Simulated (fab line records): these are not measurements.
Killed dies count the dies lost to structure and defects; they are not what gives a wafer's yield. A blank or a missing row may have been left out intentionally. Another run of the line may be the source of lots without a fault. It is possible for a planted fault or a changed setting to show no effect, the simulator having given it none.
fab line records    flow sky130    part 1 of 2: steps 1 to 30 of 42
record lots=5  wafers=15  last_day=50
route steps=708 shown METAL1@454 VIA1@458 METAL2@483
lots untouched by any fault: they come from a run of this same line in which no faults occurred
start_h: hours from the record's first day to the start of the lot's first wafer shown    wait_h: hours since the lot's step before    " unchanged from the row above    L1.1+2: one row covering several wafers at once    - no value, or no start was given    * or withheld: withheld    < > ~ a bound
route shown NAME@n: NAME is a module with steps in the file, n the number in the route of the first one    usual: mean/standard deviation of fault-free wafers    same: alike in all rows    chamber/n: place in a boat    sites: the reading at each site    _std_site: standard deviation across them    _edge_site: outer sites' mean less inner sites'    radius_mm: for every site, how far away it sits from the centre of the wafer    mask NAME#n: copy n    behind: the most recent tool/chamber to have shaped the wafer    hold: why the lot went on hold/how many hours it stayed there/how the hold came to an end    device: the n, p or np transistor that did not switch    end of line: the same wafers' tests at the end of the route    step lacking rows: just its recipe    killed: count of dies lost to structure and defects at first sort (not the wafer's yield)    map: shows each die of a wafer: x if killed, . if not, _ if none is there
set.NAME: the run value of the setting; set.NAME@STEP: its run value at that earlier step    model.NAME: the simulator's own value behind a step, which no gauge read
certain route steps with their lots: each step a table, each wafer a row
services: from which hour (start_h, from the record's first day; less than 0 if before it) a tool's chamber was out of use, for how many hours, and why
## steps
# step SKY_METAL1_STRIP_20
# recipe chemistry=O2/N2  power_w=1400  pressure_mtorr=1500  platen_temp_c=withheld  o2_flow_sccm=3000  n2_flow_sccm=300  overash_fraction=0.5
# usual drypump_motor_current_A=5.8/0.39  n2_flow_sccm=299.9/0.95  oes_product_au=0.343/0.0052  strip_time_to_endpoint_s=2.70/0.045
lot.wafer  tool             chamber  start_h  wait_h  drypump_motor_current_A  n2_flow_sccm  oes_product_au  rf_hours_counter_h  strip_time_to_endpoint_s
L077.1     plasma_asher-04  1        781.81   0.1     6.6                      299.7         0.347           4                   2.71
L077.3     "                0        "        "       5.4                      299.2         0.342           -                   2.68
L077.5     "                0        "        "       5.3                      299.1         0.336           -                   2.67
L078.2     plasma_asher-04  0        802.33   0.1     5.4                      299.9         0.346           6                   2.80
L078.4     "                0        "        "       5.4                      298.7         0.346           -                   2.68
L078.6     "                0        "        "       5.4                      299.7         0.327           -                   2.69
L080.1     plasma_asher-02  0        813.60   0.1     5.5                      300.7         0.333           68                  2.66
L080.2     "                1        "        "       6.0                      300.3         0.348           68                  2.67
L080.6     "                0        "        "       5.5                      300.2         0.347           -                   2.64
L094.4     plasma_asher-02  0        916.29   0.1     5.5                      301.0         0.340           -                   2.73
L094.5     "                1        "        "       6.0                      298.5         0.332           -                   2.71
L094.6     "                0        "        "       5.5                      300.1         0.333           -                   2.71
L096.2     plasma_asher-02  0        928.11   0.1     5.5                      301.7         0.338           80                  2.66
L096.4     "                0        "        "       5.5                      300.0         0.332           -                   2.64
L096.5     "                0        "        "       5.5                      301.1         0.337           -                   2.65
# step SKY_METAL1_STRIP_21
# recipe chemistry=post_etch_residue_remover  time_s=1200  temp_c=72.5
lot.wafer   tool          chamber  start_h  wait_h
L077.1+3+5  wet_bench-02  0        781.91   0.1
L078.2+4+6  wet_bench-04  0        802.43   0.1
L080.1+2+6  wet_bench-04  1        813.70   0.1
L094.4+5+6  wet_bench-03  3        916.36   0.0
L096.2+4+5  wet_bench-04  1        928.21   0.1
# step SKY_METAL1_CLEAN_22
# recipe chemistry=IPA  time_s=180  temp_c=25
lot.wafer   tool          chamber  start_h  wait_h
L077.1+3+5  wet_bench-03  1        782.25   0.0
L078.2+4+6  wet_bench-02  0        802.78   0.0
L080.1+2+6  wet_bench-02  0        814.04   0.0
L094.4+5+6  wet_bench-04  2        916.73   0.0
L096.2+4+5  wet_bench-02  2        928.58   0.0
# step SKY_METAL1_CLEAN_23
# recipe chemistry=O3/DIW  dry=n2_spin
lot.wafer   tool          chamber  start_h  wait_h
L077.1+3+5  wet_bench-02  0        782.31   0.0
L078.2+4+6  wet_bench-03  3        802.84   0.0
L080.1+2+6  wet_bench-03  2        814.10   0.0
L094.4+5+6  wet_bench-03  2        916.80   0.0
L096.2+4+5  wet_bench-04  1        928.64   0.0
# step SKY_VIA1_HDPCVD_00
# recipe material=SiO2  target_thk_nm=1030  sigma_open_frac=0.3  time_s=171.7  temp_c=400  sih4_flow_sccm=60  pressure_mtorr=6
# usual sih4_flow_sccm=60.01/0.17
lot.wafer  tool       chamber  start_h  wait_h  sih4_flow_sccm
L077.1     hdpcvd-01  2        782.40   0.0     60.04
L077.3     "          1        "        "       60.20
L077.5     "          0        "        "       60.13
L078.2     hdpcvd-01  2        802.93   0.0     60.09
L078.4     "          0        "        "       59.95
L078.6     "          2        "        "       60.26
L080.1     hdpcvd-02  2        814.19   0.0     60.20
L080.2     "          1        "        "       59.90
L080.6     "          1        "        "       59.75
L094.4     hdpcvd-01  0        916.95   0.1     60.34
L094.5     "          1        "        "       59.96
L094.6     "          2        "        "       59.98
L096.2     hdpcvd-01  2        928.73   0.0     60.21
L096.4     "          1        "        "       60.13
L096.5     "          0        "        "       60.30
# step SKY_VIA1_THK_MEAS_01
# recipe reads=SiO2_of_VIA1_HDPCVD_00
# usual VIA1_HDPCVD_THK=1029/9.2
lot.wafer  tool           chamber  start_h  wait_h  VIA1_HDPCVD_THK[nm]
L077.1     film_metro-02  -        782.51   0.1     1031
L077.3     "              -        "        "       1019
L077.5     "              -        "        "       1045
L078.2     film_metro-02  -        803.05   0.1     1027
L078.4     "              -        "        "       1021
L078.6     "              -        "        "       1026
L080.1     film_metro-04  -        814.30   0.1     1021
L080.2     "              -        "        "       1029
L080.6     "              -        "        "       1043
L094.4     film_metro-01  -        917.04   0.0     1020
L094.5     "              -        "        "       1014
L094.6     "              -        "        "       1039
L096.2     film_metro-01  -        928.85   0.1     1030
L096.4     "              -        "        "       1016
L096.5     "              -        "        "       1030
# step SKY_VIA1_CMP_02
# recipe material=SiO2  down_force_psi=4  platen_rpm=60  pad_velocity_m_s=0.94248
# usual motor_current_A=11.5/1.4
lot.wafer  tool    chamber  start_h  wait_h  motor_current_A
L077.3     cmp-02  1        782.67   0.1     12.6
L077.1     "       2        "        "       10.6
L077.5     "       3        "        "       13.5
L078.4     cmp-01  1        803.15   0.1     10.7
L078.2     "       2        "        "       10.1
L078.6     "       1        "        "       10.5
L080.1     cmp-01  2        814.36   0.1     9.5
L080.2     "       1        "        "       10.2
L080.6     "       3        "        "       10.3
L094.4     cmp-02  0        917.07   0.0     12.7
L094.6     "       0        "        "       11.7
L094.5     "       1        "        "       13.4
L096.2     cmp-01  2        928.90   0.0     9.7
L096.4     "       3        "        "       10.6
L096.5     "       3        "        "       9.5
# step SKY_VIA1_BOW_MEAS_03
# recipe mode=bow
# usual VIA1_BOW=80/6.6
lot.wafer  tool           chamber  start_h  wait_h  VIA1_BOW[um]
L077.1     film_metro-02  -        782.87   0.1     75
L077.3     "              -        "        "       82
L077.5     "              -        "        "       80
L078.2     film_metro-04  -        803.42   0.2     90
L078.4     "              -        "        "       85
L078.6     "              -        "        "       75
L080.1     film_metro-04  -        814.66   0.2     93
L080.2     "              -        "        "       93
L080.6     "              -        "        "       89
L094.4     film_metro-01  -        917.43   0.3     69
L094.5     "              -        "        "       77
L094.6     "              -        "        "       83
L096.2     film_metro-04  -        929.22   0.3     85
L096.4     "              -        "        "       85
L096.5     "              -        "        "       92
# step SKY_VIA1_DEHYDRATE_04
# recipe temp_c=200  time_s=60
lot.wafer   tool            chamber  start_h  wait_h
L077.1+3+5  litho_track-02  0        795.44   12.5
L078.2+4+6  litho_track-04  0        815.46   12.0
L080.1+2+6  litho_track-04  0        827.08   12.4
L094.4+5+6  litho_track-01  0        929.06   11.6
L096.2+4+5  litho_track-01  0        941.01   11.8
# step SKY_VIA1_HMDS_05
# recipe prime_time_s=60  prime_temp_c=120
lot.wafer   tool            chamber  start_h  wait_h
L077.1+3+5  litho_track-02  0        795.59   0.1
L078.2+4+6  litho_track-04  0        815.61   0.1
L080.1+2+6  litho_track-04  0        827.23   0.1
L094.4+5+6  litho_track-01  0        929.21   0.1
L096.2+4+5  litho_track-01  0        941.16   0.1
# step SKY_VIA1_COAT_06
# recipe resist=BARC  temp_c=withheld  time_s=withheld  spin_rpm=3000  resist_thk_nm=60
lot.wafer   tool            chamber  start_h  wait_h
L077.1+3+5  litho_track-02  0        795.74   0.1
L078.2+4+6  litho_track-04  0        815.76   0.1
L080.1+2+6  litho_track-04  0        827.38   0.1
L094.4+5+6  litho_track-01  0        929.36   0.1
L096.2+4+5  litho_track-01  0        941.31   0.1
# step SKY_VIA1_COAT_07
# recipe resist=KrF-thick  spin_rpm=3000  resist_thk_nm=450
lot.wafer   tool            chamber  start_h  wait_h
L077.1+3+5  litho_track-02  0        -        -
L078.2+4+6  litho_track-04  0        -        -
L080.1+2+6  litho_track-04  0        -        -
L094.4+5+6  litho_track-01  0        -        -
L096.2+4+5  litho_track-01  0        -        -
# step SKY_VIA1_SOFTBAKE_08
# recipe temp_c=99  time_s=90  resist=KrF-thick
lot.wafer   tool            chamber  start_h  wait_h
L077.1+3+5  litho_track-02  0        -        -
L078.2+4+6  litho_track-04  0        -        -
L080.1+2+6  litho_track-04  0        -        -
L094.4+5+6  litho_track-01  0        -        -
L096.2+4+5  litho_track-01  0        -        -
# step SKY_VIA1_EXPOSE_09
# recipe mask_id=VIM  na=0.8  source_shape=annular  sigma_inner=0.55  sigma_outer=0.85  target_cd_nm=150  dose_mj=38
# same sigma_inner=0.55
lot.wafer   tool            chamber  start_h  wait_h  mask
L077.1+3+5  krf_scanner-01  0        -        -       VIM#0
L078.2+4+6  krf_scanner-01  0        -        -       VIM#0
L080.1+2+6  krf_scanner-02  0        -        -       VIM#0
L094.4+5+6  krf_scanner-01  0        -        -       VIM#0
L096.2+4+5  krf_scanner-01  0        -        -       VIM#0
# step SKY_VIA1_PEB_10
# recipe peb_temp_c=withheld  peb_time_s=withheld  resist=KrF-thick
lot.wafer   tool            chamber  start_h  wait_h
L077.1+3+5  litho_track-01  0        -        -
L078.2+4+6  litho_track-04  0        -        -
L080.1+2+6  litho_track-04  0        -        -
L094.4+5+6  litho_track-02  0        -        -
L096.2+4+5  litho_track-02  0        -        -
# step SKY_VIA1_DEVELOP_11
# recipe develop_time_s=60  resist=KrF-thick  dev_temp_c=21
# same develop_time_s=60
lot.wafer   tool            chamber  start_h  wait_h
L077.1+3+5  litho_track-01  0        -        -
L078.2+4+6  litho_track-04  0        -        -
L080.1+2+6  litho_track-04  0        -        -
L094.4+5+6  litho_track-02  0        -        -
L096.2+4+5  litho_track-02  0        -        -
# step SKY_VIA1_CD_MEAS_12
# recipe target_cd_nm=150
# usual cd_nm=149.7/1.5
lot.wafer  tool       chamber  start_h  wait_h  cd_nm
L077.1     cd_sem-02  -        808.91   -       149.3
L077.3     "          -        "        "       147.2
L077.5     "          -        "        "       150.1
L078.2     cd_sem-02  -        829.95   -       150.7
L078.4     "          -        "        "       153.3
L078.6     "          -        "        "       150.8
L080.1     cd_sem-02  -        840.65   -       151.4
L080.2     "          -        "        "       150.7
L080.6     "          -        "        "       150.8
L094.4     cd_sem-02  -        941.70   -       148.4
L094.5     "          -        "        "       147.2
L094.6     "          -        "        "       149.9
L096.2     cd_sem-01  -        956.91   -       149.9
L096.4     "          -        "        "       149.6
L096.5     "          -        "        "       151.1
# step SKY_VIA1_OVL_MEAS_13
# usual VIA1_OVL=1/6.4
lot.wafer  tool        chamber  start_h  wait_h  VIA1_OVL[nm]
L077.1     overlay-02  -        809.03   0.1     15
L077.3     "           -        "        "       14
L077.5     "           -        "        "       20
L078.2     overlay-01  -        830.06   0.1     0
L078.4     "           -        "        "       0
L078.6     "           -        "        "       -3
L080.1     overlay-01  -        840.77   0.1     2
L080.2     "           -        "        "       -5
L080.6     "           -        "        "       5
L094.4     overlay-02  -        941.78   0.1     2
L094.5     "           -        "        "       8
L094.6     "           -        "        "       -1
L096.2     overlay-02  -        957.02   0.1     -3
L096.4     "           -        "        "       4
L096.5     "           -        "        "       10
# step SKY_VIA1_ETCH_14
# recipe chemistry=N2/H2  target=BARC  ion_energy_ev=200  source_w=500  bias_w=100  pressure_mtorr=30  n2_flow_sccm=100  h2_flow_sccm=200  stop_on=SiO2  time_s=45.9  target_depth_a=600
# usual bias_w=99.99/0.28  drypump_motor_current_A=5.6/0.46  n2_flow_sccm=100.02/0.26  oes_product_au=0.855/0.0046  throttle_valve_pct=13.225/0.0094
lot.wafer  tool         chamber  start_h  wait_h  bias_w  drypump_motor_current_A  n2_flow_sccm  oes_product_au  rf_hours_counter_h  throttle_valve_pct
L077.1     rie_diel-03  0        809.06   0.0     100.14  6.4                      99.67         0.860           15                  13.226
L077.3     "            3        "        "       100.08  5.6                      100.35        0.858           12                  13.213
L077.5     "            2        "        "       99.97   4.8                      100.32        0.852           -                   13.217
L078.2     rie_diel-04  1        830.09   0.0     99.98   5.7                      99.79         0.859           18                  13.221
L078.4     "            0        "        "       99.88   5.6                      100.26        0.854           6                   13.250
L078.6     "            3        "        "       100.24  5.4                      100.00        0.857           -                   13.204
L080.1     rie_diel-03  3        840.81   0.0     100.14  5.6                      100.20        0.858           13                  13.219
L080.2     "            2        "        "       100.21  4.8                      99.98         0.855           9                   13.222
L080.6     "            0        "        "       99.45   6.3                      99.89         0.853           -                   13.236
L094.4     rie_diel-03  0        941.80   0.0     100.26  6.4                      100.44        0.852           20                  13.236
L094.5     "            2        "        "       99.25   4.8                      100.46        0.856           -                   13.226
L094.6     "            1        "        "       99.98   5.6                      99.84         0.851           -                   13.236
L096.2     rie_diel-03  3        957.05   0.0     100.25  5.6                      100.15        0.858           17                  13.229
L096.4     "            2        "        "       99.68   4.8                      99.79         0.856           13                  13.229
L096.5     "            0        "        "       100.16  6.3                      99.86         0.854           -                   13.239
# step SKY_VIA1_ETCH_15
# recipe target=SiO2  chemistry=C4F8/O2/Ar  target_depth_nm=351  stop_on=TiN  mask_material=KrF-thick  source_w=1500  bias_w=1200  pressure_mtorr=40  c4f8_flow_sccm=withheld  O2_flow_sccm=6  Ar_flow_sccm=300  time_s=54
# usual bias_w=1200/3.9  oes_product_au=0.982/0.0063
lot.wafer  tool         chamber  start_h  wait_h  bias_w  oes_product_au  rf_hours_counter_h
L077.1     rie_diel-03  0        809.10   0.0     1204    0.987           15
L077.3     "            3        "        "       1197    0.969           12
L077.5     "            2        "        "       1194    0.982           -
L078.2     rie_diel-04  1        830.13   0.0     1203    0.981           18
L078.4     "            0        "        "       1197    0.981           6
L078.6     "            3        "        "       1198    0.975           -
L080.1     rie_diel-03  3        840.85   0.0     1202    0.982           13
L080.2     "            2        "        "       1197    0.993           9
L080.6     "            0        "        "       1203    0.979           -
L094.4     rie_diel-03  0        941.84   0.0     1198    0.979           20
L094.5     "            2        "        "       1202    0.984           -
L094.6     "            1        "        "       1194    0.981           -
L096.2     rie_diel-03  3        957.09   0.0     1200    0.966           17
L096.4     "            2        "        "       1206    0.981           13
L096.5     "            0        "        "       1200    0.987           -
# step SKY_VIA1_STRIP_16
# recipe chemistry=O2/N2  power_w=1400  pressure_mtorr=1500  platen_temp_c=withheld  o2_flow_sccm=3000  n2_flow_sccm=300  overash_fraction=0.5
# usual drypump_motor_current_A=6.0/0.46  n2_flow_sccm=299.9/0.86  oes_product_au=0.416/0.0047  strip_time_to_endpoint_s=4.464/0.026
lot.wafer  tool             chamber  start_h  wait_h  drypump_motor_current_A  n2_flow_sccm  oes_product_au  rf_hours_counter_h  strip_time_to_endpoint_s
L077.1     plasma_asher-04  1        809.15   0.0     6.7                      299.9         0.413           7                   4.465
L077.3     "                0        "        "       5.4                      298.1         0.413           -                   4.498
L077.5     "                0        "        "       5.4                      299.2         0.413           -                   4.425
L078.2     plasma_asher-04  0        830.18   0.0     5.4                      301.0         0.411           9                   4.491
L078.4     "                1        "        "       6.6                      298.7         0.415           -                   4.466
L078.6     "                0        "        "       5.4                      299.9         0.415           -                   4.466
L080.1     plasma_asher-04  1        840.90   0.0     6.7                      298.8         0.428           10                  4.509
L080.2     "                0        "        "       5.4                      300.6         0.413           10                  4.435
L080.6     "                1        "        "       6.7                      300.9         0.418           -                   4.471
L094.4     plasma_asher-01  1        941.92   0.1     5.6                      298.7         0.418           -                   4.446
L094.5     "                1        "        "       5.6                      299.8         0.409           -                   4.437
L094.6     "                0        "        "       6.0                      300.3         0.421           -                   4.449
L096.2     plasma_asher-03  1        957.14   0.0     6.4                      299.1         0.415           54                  4.477
L096.4     "                1        "        "       6.4                      299.0         0.411           -                   4.445
L096.5     "                0        "        "       6.4                      299.3         0.416           -                   4.442
# step SKY_VIA1_STRIP_17
# recipe chemistry=post_etch_residue_remover  time_s=1200  temp_c=72.5
lot.wafer   tool          chamber  start_h  wait_h
L077.1+3+5  wet_bench-04  1        809.25   0.1
L078.2+4+6  wet_bench-02  1        830.28   0.1
L080.1+2+6  wet_bench-04  2        841.00   0.1
L094.4+5+6  wet_bench-02  3        941.99   0.0
L096.2+4+5  wet_bench-04  0        957.24   0.1
# step SKY_VIA1_CLEAN_18
# recipe chemistry=IPA  time_s=180  temp_c=25
lot.wafer   tool          chamber  start_h  wait_h
L077.1+3+5  wet_bench-02  3        809.59   0.0
L078.2+4+6  wet_bench-01  2        830.62   0.0
L080.1+2+6  wet_bench-01  3        841.34   0.0
L094.4+5+6  wet_bench-04  2        942.73   0.0
L096.2+4+5  wet_bench-01  0        957.58   0.0
# step SKY_VIA1_CLEAN_19
# recipe chemistry=O3/DIW  dry=n2_spin
lot.wafer   tool          chamber  start_h  wait_h
L077.1+3+5  wet_bench-04  0        809.65   0.0
L078.2+4+6  wet_bench-02  2        830.68   0.0
L080.1+2+6  wet_bench-02  2        841.40   0.0
L094.4+5+6  wet_bench-02  1        942.80   0.0
L096.2+4+5  wet_bench-04  3        957.70   0.0
# step SKY_VIA1_SPUTTER_20
# recipe material=TiN  target_thk_nm=20  chamber_pressure_pa=5  power_w=4000  time_s=80
# usual throttle_valve_pct=30.2/0.76
lot.wafer  tool            chamber  start_h  wait_h  throttle_valve_pct
L077.1     pvd_sputter-04  -        809.74   0.0     30.3
L077.3     "               -        "        "       27.8
L077.5     "               -        "        "       28.1
L078.2     pvd_sputter-04  -        830.77   0.0     30.9
L078.4     "               -        "        "       29.8
L078.6     "               -        "        "       30.9
L080.1     pvd_sputter-03  -        841.58   0.0     30.7
L080.2     "               -        "        "       29.9
L080.6     "               -        "        "       29.9
L094.4     pvd_sputter-03  -        943.00   0.0     30.3
L094.5     "               -        "        "       30.9
L094.6     "               -        "        "       29.9
L096.2     pvd_sputter-02  -        957.79   0.0     29.8
L096.4     "               -        "        "       30.0
L096.5     "               -        "        "       30.0
# step SKY_VIA1_CVD_21
# recipe material=W  target_thk_nm=270  time_s=80.902  temp_c=400  pressure_torr=40
# usual heater_power_w=870/55
lot.wafer  tool      chamber  start_h  wait_h  heater_power_w
L077.1     cvd_w-02  1        809.80   0.0     928
L077.3     "         1        "        "       885
L077.5     "         1        "        "       897
L078.2     cvd_w-02  1        830.83   0.0     927
L078.4     "         1        "        "       887
L078.6     "         1        "        "       892
L080.1     cvd_w-01  0        841.64   0.0     910
L080.2     "         0        "        "       954
L080.6     "         0        "        "       931
L094.4     cvd_w-01  1        943.10   0.1     836
L094.5     "         0        "        "       950
L094.6     "         1        "        "       816
L096.2     cvd_w-02  0        957.85   0.0     813
L096.4     "         1        "        "       867
L096.5     "         0        "        "       821
# step SKY_VIA1_RS_MEAS_22
# recipe thk_meas_gauge=four-point-probe  reads=W_of_VIA1_CVD_21+TiN_of_VIA1_SPUTTER_20
# usual VIA1_W_RS=0.425/0.0074
lot.wafer  tool           chamber  start_h  wait_h  VIA1_W_RS[ohm/sq]
L077.1     film_metro-02  -        809.90   0.1     0.422
L077.3     "              -        "        "       0.421
L077.5     "              -        "        "       0.422
L078.2     film_metro-02  -        830.94   0.1     0.415
L078.4     "              -        "        "       0.421
L078.6     "              -        "        "       0.417
L080.1     film_metro-01  -        841.83   0.2     0.415
L080.2     "              -        "        "       0.418
L080.6     "              -        "        "       0.413
L094.4     film_metro-01  -        943.22   0.1     0.433
L094.5     "              -        "        "       0.418
L094.6     "              -        "        "       0.431
L096.2     film_metro-04  -        957.96   0.1     0.434
L096.4     "              -        "        "       0.419
L096.5     "              -        "        "       0.434
# step SKY_VIA1_THK_MEAS_23
# recipe thk_meas_gauge=xrf  reads=W_of_VIA1_CVD_21
# usual VIA1_W_THK=268/4.5
lot.wafer  tool           chamber  start_h  wait_h  VIA1_W_THK[nm]
L077.1     film_metro-02  -        810.02   0.1     270
L077.3     "              -        "        "       270
L077.5     "              -        "        "       271
L078.2     film_metro-02  -        831.05   0.1     275
L078.4     "              -        "        "       272
L078.6     "              -        "        "       273
L080.1     film_metro-01  -        841.95   0.1     273
L080.2     "              -        "        "       271
L080.6     "              -        "        "       276
L094.4     film_metro-01  -        943.31   0.1     263
L094.5     "              -        "        "       273
L094.6     "              -        "        "       263
L096.2     film_metro-04  -        958.07   0.1     263
L096.4     "              -        "        "       273
L096.5     "              -        "        "       263
# step SKY_VIA1_CMP_24
# recipe stop_on=SiO2  t_overpolish_s=15  down_force_psi=3.5  platen_rpm=60  target_thk_nm=0  pad_velocity_m_s=0.94248
# usual motor_current_A=10.7/1.2  overpolish_run_s=15.000/0.0091  time_to_endpoint_s=67/3.5
lot.wafer  tool    chamber  start_h  wait_h  motor_current_A  overpolish_run_s  time_to_endpoint_s
L077.3     cmp-02  0        810.18   0.1     10.8             14.997            70
L077.1     "       1        "        "       11.2             15.005            65
L077.5     "       2        "        "       9.5              15.012            69
L078.2     cmp-01  1        831.10   0.0     9.6              15.002            68
L078.4     "       3        "        "       9.4              15.005            65
L078.6     "       1        "        "       9.8              14.984            66
L080.1     cmp-02  0        842.06   0.1     11.0             15.006            71
L080.2     "       2        "        "       10.2             15.004            69
L080.6     "       0        "        "       11.5             14.993            69
L094.4     cmp-02  1        943.49   0.2     11.8             15.012            63
L094.6     "       2        "        "       9.8              15.005            68
L094.5     "       3        "        "       12.6             14.992            72
L096.4     cmp-01  3        958.12   0.0     9.6              14.990            61
L096.2     "       2        "        "       8.3              15.017            63
L096.5     "       3        "        "       10.0             14.994            58
# step SKY_METAL2_SPUTTER_00
# recipe material=Ti  target_thk_nm=15  power_w=3000  time_s=10  chamber_pressure_pa=0.4
# usual throttle_valve_pct=29.5/1.3
lot.wafer  tool            chamber  start_h  wait_h  throttle_valve_pct
L077.1     pvd_sputter-01  -        810.38   0.1     29.0
L077.3     "               -        "        "       27.2
L077.5     "               -        "        "       29.4
L078.2     pvd_sputter-03  -        831.40   0.2     30.9
L078.4     "               -        "        "       30.6
L078.6     "               -        "        "       30.8
L080.1     pvd_sputter-01  -        842.31   0.2     26.9
L080.2     "               -        "        "       29.7
L080.6     "               -        "        "       29.3
L094.4     pvd_sputter-01  -        943.65   0.1     29.2
L094.5     "               -        "        "       29.4
L094.6     "               -        "        "       27.3
L096.2     pvd_sputter-01  -        958.42   0.1     29.2
L096.4     "               -        "        "       27.2
L096.5     "               -        "        "       29.3
